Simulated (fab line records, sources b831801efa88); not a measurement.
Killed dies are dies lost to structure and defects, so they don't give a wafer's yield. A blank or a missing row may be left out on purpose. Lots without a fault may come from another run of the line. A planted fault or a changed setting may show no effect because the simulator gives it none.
Which tool did it? | flow gf180mcu | 13 lots, 39 wafers sampled, at 4 steps of a route of 602

WHAT THE GAUGES READ, wafer by wafer
GF_TOP_METAL_THK_MEAS_06: measures by xrf.
lot  | measured     | on            | TOP_METAL_ALCU_THK (nm)
L606 | day 28 01:59 | film_metro-04 | 885 887 893
L607 | day 28 11:18 | film_metro-02 | 869 881 876
L608 | day 28 13:22 | film_metro-02 | 873 872 866
L609 | day 29 01:06 | film_metro-01 | 867 877 881
L611 | day 29 13:09 | film_metro-04 | 880 871 876
L612 | day 30 00:35 | film_metro-04 | 895 892 885
L613 | day 30 22:15 | film_metro-04 | 888 888 895
L614 | day 31 07:08 | film_metro-04 | 871 877 877
L618 | day 32 00:15 | film_metro-01 | 861 853 863
L617 | day 32 04:31 | film_metro-02 | 857 867 858
L619 | day 32 10:48 | film_metro-04 | 865 866 858
L625 | day 33 09:28 | film_metro-02 | 862 868 869
L626 | day 33 15:19 | film_metro-01 | 862 858 859

GF_PASSIVATION_BOW_MEAS_14.
lot  | measured     | on            | PASSIVATION_BOW (um)
L606 | day 29 19:05 | film_metro-04 | 125 138 133
L607 | day 30 04:02 | film_metro-04 | 137 120 130
L608 | day 30 06:10 | film_metro-03 | 141 151 150
L609 | day 30 16:53 | film_metro-02 | 134 130 131
L611 | day 31 03:07 | film_metro-03 | 134 141 130
L612 | day 31 15:17 | film_metro-03 | 143 141 147
L613 | day 32 10:56 | film_metro-02 | 144 145 143
L614 | day 32 20:53 | film_metro-04 | 150 152 141
L618 | day 33 12:28 | film_metro-04 | 152 161 160
L617 | day 33 16:53 | film_metro-04 | 142 126 138
L619 | day 33 22:22 | film_metro-04 | 156 150 150
L625 | day 34 19:23 | film_metro-02 | 152 158 148
L626 | day 34 23:56 | film_metro-02 | 143 154 147

WHICH TOOL RAN EACH LOT (tool, then ch and the chambers of the sampled wafers, then the start)
lot  | GF_V4_CVD_02                    | GF_V5_CMP_04
L606 | pecvd-02 ch 0,2, day 24 07:42   | cmp-02 ch 1,2,3, day 27 04:11
L607 | pecvd-02 ch 0,2, day 24 18:08   | cmp-02 ch 0,1,2, day 27 13:13
L608 | pecvd-03 ch 0,1,2, day 24 21:41 | cmp-02 ch 0,1,2, day 27 15:44
L609 | pecvd-02 ch 0,1,2, day 25 09:40 | cmp-01 ch 1,2, day 28 03:42
L611 | pecvd-02 ch 0,1,2, day 26 00:08 | cmp-02 ch 0,1,3, day 28 16:27
L612 | pecvd-03 ch 0,1,2, day 26 12:34 | cmp-01 ch 2,3, day 29 03:44
L613 | pecvd-04 ch 0,1, day 27 12:41   | cmp-01 ch 1,2,3, day 30 02:19
L614 | pecvd-02 ch 0,1,2, day 27 21:52 | cmp-02 ch 0,2, day 30 10:35
L618 | pecvd-03 ch 0,2, day 28 16:51   | cmp-01 ch 0,2,3, day 31 04:40
L617 | pecvd-03 ch 1,2, day 28 22:35   | cmp-02 ch 0,1,3, day 31 09:00
L619 | pecvd-03 ch 0,1,2, day 29 05:16 | cmp-02 ch 0,2,3, day 31 16:10
L625 | pecvd-04 ch 0,2, day 30 07:49   | cmp-02 ch 0,1, day 32 15:04
L626 | pecvd-04 ch 0,2, day 30 13:04   | cmp-02 ch 0,3, day 32 21:20
- GF_V4_CVD_02: deposits SiO2 from TEOS, target thk 850 nm, time 94.851 s.
- GF_V5_CMP_04: polishes SiO2.

WHAT THE TOOLS THEMSELVES READ (means of the sampled wafers that have a number; where no wafer has one, the mark that the record gives instead)
GF_V4_CVD_02.
lot  | tool     | heater_power_w (W) | rf_fwd_power_W (W) | susceptor_temp_C (C)
L606 | pecvd-02 | 782                | 596.9              | 399.95
L607 | pecvd-02 | 707                | 597.1              | 400.07
L608 | pecvd-03 | 562                | 595.2              | 400.11
L609 | pecvd-02 | 687                | 595.4              | 399.89
L611 | pecvd-02 | 716                | 596.9              | 399.95
L612 | pecvd-03 | 489                | 595.9              | 399.93
L613 | pecvd-04 | 679                | 596.8              | 399.86
L614 | pecvd-02 | 688                | 596.3              | 400.15
L618 | pecvd-03 | 522                | 593.2              | 399.91
L617 | pecvd-03 | 645                | 595.3              | 399.96
L619 | pecvd-03 | 547                | 596.1              | 400.02
L625 | pecvd-04 | 636                | 595.0              | 400.08
L626 | pecvd-04 | 670                | 598.0              | 400.12

GF_V5_CMP_04.
lot  | tool   | motor_current_A (A)
L606 | cmp-02 | 11.5
L607 | cmp-02 | 11.0
L608 | cmp-02 | 11.2
L609 | cmp-01 | 12.3
L611 | cmp-02 | 11.6
L612 | cmp-01 | 11.4
L613 | cmp-01 | 11.4
L614 | cmp-02 | 10.8
L618 | cmp-01 | 11.1
L617 | cmp-02 | 11.9
L619 | cmp-02 | 10.9
L625 | cmp-02 | 12.3
L626 | cmp-02 | 11.6

THE ANSWER, worked out from the rows above alone
Rule: what is usual is taken from the lots themselves. Put in order of their means at a reading, lots are off if they are a third of the lots or fewer, leave a main group of 4 or more, and stand apart from it by a gap of 3 or more times the standard deviation of the main group's means; of several such gaps the widest counts. A main group whose means are all the same, to the digits that the tables above print for the reading, isn't used. A lot without any number at a reading at which 4 lots or more have one is off too. The other lots that the step has rows for count as sound. The gauges are gone through in route order, then the tools' own readings, and for those a lot's mean is taken as printed above. The first step at which some lot is off is used, and at that step the reading that is off furthest; a lot without a number counts as furthest.
No lot is off at any reading shown: from this, nothing can be told.

WHAT THE SIMULATOR HAD PUT IN
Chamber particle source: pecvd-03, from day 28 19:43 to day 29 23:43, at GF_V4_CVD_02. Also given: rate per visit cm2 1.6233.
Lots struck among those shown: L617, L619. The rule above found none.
